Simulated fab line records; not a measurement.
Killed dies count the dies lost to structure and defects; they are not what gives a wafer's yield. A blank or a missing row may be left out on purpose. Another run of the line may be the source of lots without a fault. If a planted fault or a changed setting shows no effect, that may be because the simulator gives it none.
Code-filled problem report in 8D (eight disciplines) form / flow gf180mcu / the parts of the form that need people (team, actions taken, sign-off) are left out

## 1. PROBLEM STATEMENT
bias-w at GF_STI_ETCH_13 reads a mean of 180.2 W on 2 wafers of 2 lots; wafers without a fault read 200.0 W with a standard deviation of 0.55. That puts it -36 standard deviations away from the usual mean.
The step: etches the open film in CHF3/O2, stops on Si, target depth 282.31 nm, time 112.9 s.
First observed at day 4 15:07: wafer L736.4, on rie-diel-04. The record has a number at this step for 18 wafers belonging to 6 lots. Rule for "out" (also "out of limits"): further than 4 standard deviations from the usual mean. All remaining wafers that have a number are taken as sound.

## 2. WHAT IT IS; WHAT IT IS NOT
question=which readings at this step | is=bias-w | is not=drypump-motor-current-A, oes-product-au, throttle-valve-pct
question=which lots | is=L736, L737 | is not=L725, L727, L740, L747
question=which wafers of those lots | is=L736.4, L737.3 | is not=L736.2, L736.3, L737.2, L737.6
question=read on which tools | is=rie-diel-04 | is not=rie-diel-02
question=when | is=from day 4 15:07 | is not=up to then (8 sound wafers); but 8 sound wafers of L737, L740, L747 came after

## 3. THE SUSPECTS, EACH WITH WHAT RULES IT OUT
Counting: a tool at a process step up to the reading stays a suspect if it ran every lot that is out. Sound lots after the first of them don't rule it out here, since some wafers of a struck lot are sound.
- rie-diel-04 at GF_STI_ETCH_13 (etches the open film in CHF3/O2, stops on Si, target depth 282.31 nm, time 112.9 s): kept. Every lot that is out went through it, the first being L736 (day 4 15:07); the last sound lot it ran before that was L727 (day 2 16:37). Its own readings are out on those wafers: bias-w.
- rie-diel-04, GF_STI_ETCH_13: wafers that are out in chamber 2, sound lot-mates in chambers 1, 3.
After counting, what remains is rie-diel-04 at GF_STI_ETCH_13.

## 4. THE CAUSE (what the simulator had put in)
rie-diel-04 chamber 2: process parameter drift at GF_STI_ETCH_13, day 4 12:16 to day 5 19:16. A move of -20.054 in setting bias-w, from 200. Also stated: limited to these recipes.
The count eliminated every tool but this one.

## 5. THE CHAIN OF EFFECTS, in route order
One row per reading whose mean, taken over the struck wafers that have a number, lies over 3 standard deviations from the usual. Only readings for which the record gives a usual standard deviation are gone through. hours: the time from each lot's start at the first step in this table that gives one to its start at this step, as a median over the lots. sigmas: the change in usual standard deviations.
hours=0; step=GF_STI_ETCH_13; reading=bias-w; usual=200.0 W; on struck wafers=180.2; change=-19.8; sigmas=-36
It contains these process steps:
- GF_STI_ETCH_13: etches the open film in CHF3/O2, stops on Si, target depth 282.31 nm, time 112.9 s.

## 6. HOW IT WOULD HAVE BEEN CAUGHT EARLIER
The fault began at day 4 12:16; the first out-of-limits reading in this record came at day 4 15:07, 3 hours later.
